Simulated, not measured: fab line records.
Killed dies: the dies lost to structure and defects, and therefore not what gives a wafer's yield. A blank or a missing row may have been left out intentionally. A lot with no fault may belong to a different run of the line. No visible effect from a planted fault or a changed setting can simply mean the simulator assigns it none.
Which tool is to blame? || flow gf180mcu || 6 lots, 18 wafers sampled, at 2 steps of a route of 602

## WHAT THE GAUGES READ, wafer by wafer
GF_LVPWELL_TW_MEAS_11.
{"lot": "L618", "measured": "day 4 02:21", "on": "filmMetro-03", "LVPWELL_TW": "558 556 553"}
{"lot": "L620", "measured": "day 4 14:25", "on": "filmMetro-04", "LVPWELL_TW": "568 569 565"}
{"lot": "L622", "measured": "day 5 04:15", "on": "filmMetro-03", "LVPWELL_TW": "562 560 557"}
{"lot": "L628", "measured": "day 6 11:36", "on": "filmMetro-04", "LVPWELL_TW": "569 565 557"}
{"lot": "L631", "measured": "day 7 03:43", "on": "filmMetro-03", "LVPWELL_TW": "555 555 556"}
{"lot": "L637", "measured": "day 8 13:23", "on": "filmMetro-03", "LVPWELL_TW": "559 557 555"}

## WHICH TOOL RAN EACH LOT (tool, then ch and the chambers of the sampled wafers, then the start)
{"lot": "L618", "GF_LVPWELL_IMPLANT_08": "implanter-04 ch 0, day 4 01:57"}
{"lot": "L620", "GF_LVPWELL_IMPLANT_08": "implanter-03 ch 0, day 4 14:01"}
{"lot": "L622", "GF_LVPWELL_IMPLANT_08": "implanter-02 ch 0, day 5 03:51"}
{"lot": "L628", "GF_LVPWELL_IMPLANT_08": "implanter-02 ch 0, day 6 11:13"}
{"lot": "L631", "GF_LVPWELL_IMPLANT_08": "implanter-04 ch 0, day 7 03:19"}
{"lot": "L637", "GF_LVPWELL_IMPLANT_08": "implanter-03 ch 0, day 8 12:59"}
- GF_LVPWELL_IMPLANT_08

## THE ANSWER, worked out from the rows above alone
Rule: the lots themselves supply what counts as usual. The widest of any qualifying gaps counts: lots, ordered by their means at a reading, are off when they make up no more than a third of the lots, leave a main group of 4 or more, and stand apart from it by 3 or more times the standard deviation of that group's means. If all means in a main group match to the digits the tables above print for the reading, that group is not used. A lot without any number at a reading at which 4 lots or more have one is off too. Any other lot the step has rows for is counted as sound.
None of the lots is off at any reading shown; this tells nothing.

## WHAT THE SIMULATOR HAD INSERTED
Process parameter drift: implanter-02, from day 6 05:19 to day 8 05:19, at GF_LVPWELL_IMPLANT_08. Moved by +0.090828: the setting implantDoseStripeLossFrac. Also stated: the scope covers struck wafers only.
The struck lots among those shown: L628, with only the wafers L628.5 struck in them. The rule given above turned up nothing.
